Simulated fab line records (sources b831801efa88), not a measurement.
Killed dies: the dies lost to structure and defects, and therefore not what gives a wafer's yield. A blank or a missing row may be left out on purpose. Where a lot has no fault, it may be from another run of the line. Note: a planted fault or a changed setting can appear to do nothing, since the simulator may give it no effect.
fab line records    flow sky130
[record] lots = 6  wafers = 16  lastDay = 50
route steps=708 shown LDD_P@258 LDD_HVN@267 PAD_OPEN@708
lots that met no fault: taken from a fault-free run of the same line
startH: start of the lot's first displayed wafer, in hours after the record's first day    waitH: hours elapsed since this lot's preceding step    " identical to the entry in the row above    L1.1+2: several wafers, shown together as one row    - no value present, or no start provided    * or withheld: withheld    < > ~ a bound
route shown NAME@n: a module of which the file shows steps, and the number in the route of the first    usual: average and standard deviation across the fault-free wafers    same: alike in all rows    chamber/n: place in a boat    sites: readings site by site    _std_site: standard deviation of those values    _edge_site: mean of outer sites minus mean of inner sites    radiusMm: how far each site lies from the wafer's centre    mask NAME#n: copy n    behind: the last tool/chamber to shape the wafer    hold: why the lot was held/for how many hours/how that ended    device: the n, p or np transistor that did not switch    end of line: the tests these same wafers got at the end of their route    a step without rows: its recipe alone    killed: dies lost to structure and defects at the first sort, not the wafer's yield    map: a wafer's dies, x killed, . not, _ none there
set.NAME: the setting the step ran with; set.NAME@STEP: the setting that earlier step ran with    model.NAME: the simulator's own value behind a step, which no gauge read
lots seen at some steps along the route; tables by step, rows by wafer
services: a tool's chamber out of use, with start hour (startH, from the record's first day; less than 0 if before it), hours out, and reason
[[steps]]
[step SKY_LDD_P_SOFTBAKE_03]
[recipe] tempC = 90  timeS = 60  resist = NOVOLAK
[step SKY_LDD_P_EXPOSE_04]
[recipe] maskId = PSDM  na = 0.6  sourceShape = conventional  sigmaOuter = 0.6  polarization = unpolarized  targetCdNm = 380  doseMj = 138
[step SKY_LDD_P_PEB_05]
[recipe] tempC = withheld  timeS = *  resist = NOVOLAK
[step SKY_LDD_P_DEVELOP_06]
[recipe] resist = NOVOLAK  developer = TMAH  developTimeS = 60  devTempC = 23
[step SKY_LDD_P_CD_MEAS_07]
[recipe] targetCdNm = 380
[usual] cdNm = 379.6/2.4
lot.wafer  tool      chamber  startH  waitH  cdNm
L178.2     cdSem-01  -        442.88  0.1    383.3
L178.5     "         -        "       "      384.4
L178.6     "         -        "       "      381.2
L181.1     cdSem-01  -        484.16  0.1    381.1
L181.2     "         -        "       "      384.5
L181.3     "         -        "       "      386.2
L189.4     cdSem-02  -        546.58  0.1    380.7
L189.5     "         -        "       "      381.0
L192.1     cdSem-01  -        586.45  0.1    379.9
L192.4     "         -        "       "      378.1
L197.1     cdSem-01  -        607.87  0.1    377.0
L197.2     "         -        "       "      379.1
L197.4     "         -        "       "      378.9
L200.2     cdSem-02  -        632.22  0.1    380.1
L200.4     "         -        "       "      381.2
L200.6     "         -        "       "      382.8
[step SKY_LDD_P_OVL_MEAS_08]
[usual] LDD_P_OVL = -1.0/1.3
lot.wafer  tool        chamber  startH  waitH  LDD_P_OVL[nm]
L178.2     overlay-01  -        442.98  0.1    -1.3
L178.5     "           -        "       "      0.7
L178.6     "           -        "       "      -0.9
L181.1     overlay-02  -        484.28  0.1    -0.3
L181.2     "           -        "       "      -0.9
L181.3     "           -        "       "      -1.4
L189.4     overlay-02  -        546.66  0.1    -0.8
L189.5     "           -        "       "      0.1
L192.1     overlay-01  -        586.57  0.1    -0.5
L192.4     "           -        "       "      0.8
L197.1     overlay-01  -        607.99  0.1    -2.5
L197.2     "           -        "       "      -2.3
L197.4     "           -        "       "      -1.1
L200.2     overlay-02  -        632.33  0.1    -0.8
L200.4     "           -        "       "      -3.3
L200.6     "           -        "       "      -1.8
[step SKY_LDD_P_IMPLANT_09]
[recipe] species = BF2  energyKev = 25  doseCm2 = 1e+13  tiltDeg = withheld
[step SKY_LDD_P_STRIP_10]
[recipe] chemistry = O2/N2  powerW = 1400  pressureMtorr = 1500  platenTempC = withheld  o2FlowSccm = 3000  n2FlowSccm = 300  overashFraction = 0.5
[usual] drypumpMotorCurrentA = 5.7/0.42  oesProductAu = 0.715/0.0042  stripTimeToEndpointS = 14.20/0.042
lot.wafer  tool            chamber  startH  waitH  drypumpMotorCurrentA  oesProductAu  rfHoursCounterH  stripTimeToEndpointS
L178.2     plasmaAsher-04  1        443.16  0.1    5.8                   0.719         32               14.15
L178.5     "               0        "       "      5.6                   0.724         -                14.16
L178.6     "               1        "       "      5.8                   0.709         -                14.16
L181.1     plasmaAsher-02  0        484.46  0.1    4.9                   0.714         67               14.18
L181.2     "               1        "       "      5.6                   0.711         67               14.17
L181.3     "               0        "       "      4.9                   0.712         -                14.13
L189.4     plasmaAsher-03  0        546.86  0.1    6.4                   0.715         -                14.25
L189.5     "               1        "       "      5.4                   0.718         -                14.20
L192.1     plasmaAsher-04  1        586.76  0.1    5.8                   0.710         46               14.19
L192.4     "               1        "       "      5.8                   0.715         -                14.23
L197.1     plasmaAsher-04  1        608.18  0.1    5.8                   0.709         47               14.23
L197.2     "               0        "       "      5.6                   0.711         47               14.19
L197.4     "               0        "       "      5.7                   0.718         -                14.23
L200.2     plasmaAsher-04  1        632.51  0.1    5.8                   0.715         50               14.22
L200.4     "               0        "       "      5.6                   0.721         -                14.17
L200.6     "               1        "       "      5.8                   0.706         -                14.15
[step SKY_LDD_P_TW_MEAS_11]
[usual] LDD_P_TW = 642/3.4
lot.wafer  tool          chamber  startH  waitH  LDD_P_TW
L178.2     filmMetro-03  -        443.27  0.1    643
L178.5     "             -        "       "      639
L178.6     "             -        "       "      640
L181.1     filmMetro-03  -        484.56  0.1    648
L181.2     "             -        "       "      648
L181.3     "             -        "       "      647
L189.4     filmMetro-04  -        546.96  0.1    638
L189.5     "             -        "       "      640
L192.1     filmMetro-04  -        586.86  0.1    639
L192.4     "             -        "       "      644
L197.1     filmMetro-04  -        608.28  0.1    640
L197.2     "             -        "       "      640
L197.4     "             -        "       "      642
L200.2     filmMetro-04  -        632.62  0.1    641
L200.4     "             -        "       "      637
L200.6     "             -        "       "      640
[step SKY_LDD_HVN_DEHYDRATE_00]
[recipe] tempC = 200  timeS = 60
[step SKY_LDD_HVN_HMDS_01]
[recipe] primeTimeS = 60  primeTempC = 120
[step SKY_LDD_HVN_COAT_02]
[recipe] resist = NOVOLAK  spinRpm = 3000  resistThkNm = 300
[step SKY_LDD_HVN_SOFTBAKE_03]
[recipe] tempC = 90  timeS = 60  resist = NOVOLAK
[usual] chillPlateTempC = 22.99/0.099  plateTempC = 90.02/0.13  runLengthS = 88.97/0.097
lot.wafer  tool           chamber  startH  waitH  chillPlateTempC  plateTempC  runLengthS
L178.2     lithoTrack-03  0        458.80  0.1    22.92            90.10       88.88
L178.5     "              0        "       "      22.95            90.32       88.90
L178.6     "              0        "       "      22.93            90.24       88.96
L181.1     lithoTrack-04  0        499.60  0.1    22.89            90.10       88.92
L181.2     "              0        "       "      22.97            90.09       88.90
L181.3     "              0        "       "      22.82            89.97       88.99
L189.4     lithoTrack-03  0        562.10  0.1    23.10            90.16       90.74
L189.5     "              0        "       "      23.14            89.92       88.93
L192.1     lithoTrack-03  0        601.52  0.1    23.04            90.06       90.99
L192.4     "              0        "       "      22.98            90.01       90.75
L197.1     lithoTrack-02  0        622.45  0.1    22.98            90.06       89.08
L197.2     "              0        "       "      23.11            90.20       89.12
L197.4     "              0        "       "      23.09            90.31       88.95
L200.2     lithoTrack-04  0        646.28  0.1    23.06            89.87       88.89
L200.4     "              0        "       "      23.03            89.91       89.08
L200.6     "              0        "       "      22.97            90.13       88.89
[step SKY_LDD_HVN_EXPOSE_04]
[recipe] maskId = HVNTM  na = 0.6  sourceShape = conventional  sigmaOuter = 0.6  polarization = unpolarized  targetCdNm = 700  doseMj = 127
[step SKY_PAD_OPEN_PROBE_99]
[usual] killed_at_M0_to_M3 = 42/7.1  killed_at_M4_up = 3.3/1.9  killedAtContacts = 24/5  killedAtFrontEnd = 15/4.7  killedAtOther = 0.3/0.61  killedDies = 86/9.6  killedOpen = 47/7.5  killedShort = 38/6.6
[same] grossDies = 492  killedAtBackSide = 0
lot.wafer  tool       chamber  startH   waitH  killed_at_M0_to_M3  killed_at_M4_up  killedAtContacts  killedAtFrontEnd  killedAtOther  killedDies  killedOpen  killedShort
L178.2     prober-01  -        1084.18  0.1    46                  3                20                22                0              91          43          48
L178.5     prober-01  -        1084.33  0.2    42                  4                23                20                0              89          54          35
L178.6     prober-01  -        1084.38  0.2    44                  2                31                20                0              97          58          38
L192.1     prober-02  -        1175.77  0.1    48                  2                22                27                0              99          60          39
L192.4     prober-02  -        1175.92  0.2    41                  4                18                14                0              77          35          42
L197.1     prober-02  -        1184.42  0.1    34                  0                29                15                0              78          50          27
L197.2     prober-02  -        1184.47  0.1    36                  8                13                15                0              72          43          28
L197.4     prober-02  -        1184.57  0.2    48                  3                29                18                0              98          64          33
// killed by level:class
L178.2 CONTACT:geometricParticle:open=9 VIA1:geometricParticle:short=9 VIA1:geometricParticle:open=9 FIELD_ISO:geometricParticle:short=8 POLY_GATE:geometricParticle:short=6 CONTACT:geometricParticle:short=6 METAL2:geometricParticle:short=6 VIA2:geometricParticle:open=6
L178.5 VIA2:geometricParticle:open=13 CONTACT:geometricParticle:open=11 VIA1:geometricParticle:open=8 POLY_GATE:geometricParticle:short=6 LI_CONTACT:geometricParticle:open=6 VIA2:geometricParticle:short=5 FIELD_ISO:geometricParticle:short=4 FIELD_ISO:geometricParticle:open=4
L178.6 CONTACT:geometricParticle:open=12 VIA2:geometricParticle:open=11 LI_CONTACT:geometricParticle:open=9 VIA3:geometricParticle:open=8 METAL1:geometricParticle:short=7 CONTACT:geometricParticle:short=6 VIA1:geometricParticle:open=6 FIELD_ISO:geometricParticle:short=5
L192.1 VIA1:geometricParticle:open=13 CONTACT:geometricParticle:open=11 LI_CONTACT:geometricParticle:open=7 VIA2:geometricParticle:open=7 POLY_GATE:geometricParticle:short=6 VIA3:geometricParticle:open=6 FIELD_ISO:geometricParticle:open=5 FIELD_ISO:geometricParticle:short=4
L192.4 METAL2:geometricParticle:short=8 CONTACT:geometricParticle:open=6 POLY_GATE:geometricParticle:open=5 CONTACT:geometricParticle:short=5 VIA1:geometricParticle:open=5 METAL1:geometricParticle:short=5 VIA3:geometricParticle:open=5 FIELD_ISO:geometricParticle:open=4
L197.1 VIA2:geometricParticle:open=9 LI_CONTACT:geometricParticle:open=8 CONTACT:geometricParticle:open=8 VIA1:geometricParticle:open=6 LOCAL_INTERCONNECT:geometricParticle:short=5 VIA3:geometricParticle:open=5 SPACER:geometricParticle:open=4 METAL2:geometricParticle:short=4
L197.2 VIA2:geometricParticle:open=9 VIA1:geometricParticle:open=7 FIELD_ISO:geometricParticle:open=5 LI_CONTACT:geometricParticle:open=5 VIA3:geometricParticle:open=5 METAL1:geometricParticle:short=5 CONTACT:geometricParticle:open=3 VIA3:geometricParticle:short=3
L197.4 VIA1:geometricParticle:open=12 LI_CONTACT:geometricParticle:open=10 CONTACT:geometricParticle:open=10 VIA2:geometricParticle:open=9 VIA3:geometricParticle:open=7 FIELD_ISO:geometricParticle:open=6 FIELD_ISO:geometricParticle:short=4 LOCAL_INTERCONNECT:geometricParticle:short=4
[[services]]
tool            chamber  startH  hours  kind
plasmaAsher-02  -        428.36  10.3   repair
plasmaAsher-03  -        551.00  0.6    repair
plasmaAsher-03  -        551.45  0.4    repair
plasmaAsher-04  -        551.89  15.6   pm
plasmaAsher-03  -        572.03  2.1    repair
plasmaAsher-02  -        584.81  2.1    repair
plasmaAsher-04  -        591.40  2.3    repair
plasmaAsher-02  -        604.34  2.8    pm
plasmaAsher-02  -        641.60  1.3    repair
[[key]]
[firstSign] step = SKY_LDD_HVN_SOFTBAKE_03  reading = runLengthS  direction = up  sigmas = 19  usual = *  struck = *
effect none on later readings
metAt SKY_LDD_HVN_SOFTBAKE_03
struckWafers L189.4,L192.1,L192.4
testerLeftOut L189,L192
onsetBetween 458.80 562.10
[fault] kind = processParameterDrift  tool = lithoTrack-03  chamber = -  onsetH = 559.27  steps = SKY_LDD_HVN_SOFTBAKE_03  channel = timeS  offset = *  shape = step  endH = 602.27  scope = struckWafersOnly  actsIn = *  stated = *
// testerLeftOut: of these lots the tester's yield and bins aren't shown, on N5 and GAA mostly nor the transistor test; their killed dies are dies lost to structure and defects alone, not to doping, threshold or leakage, so they don't give the yield
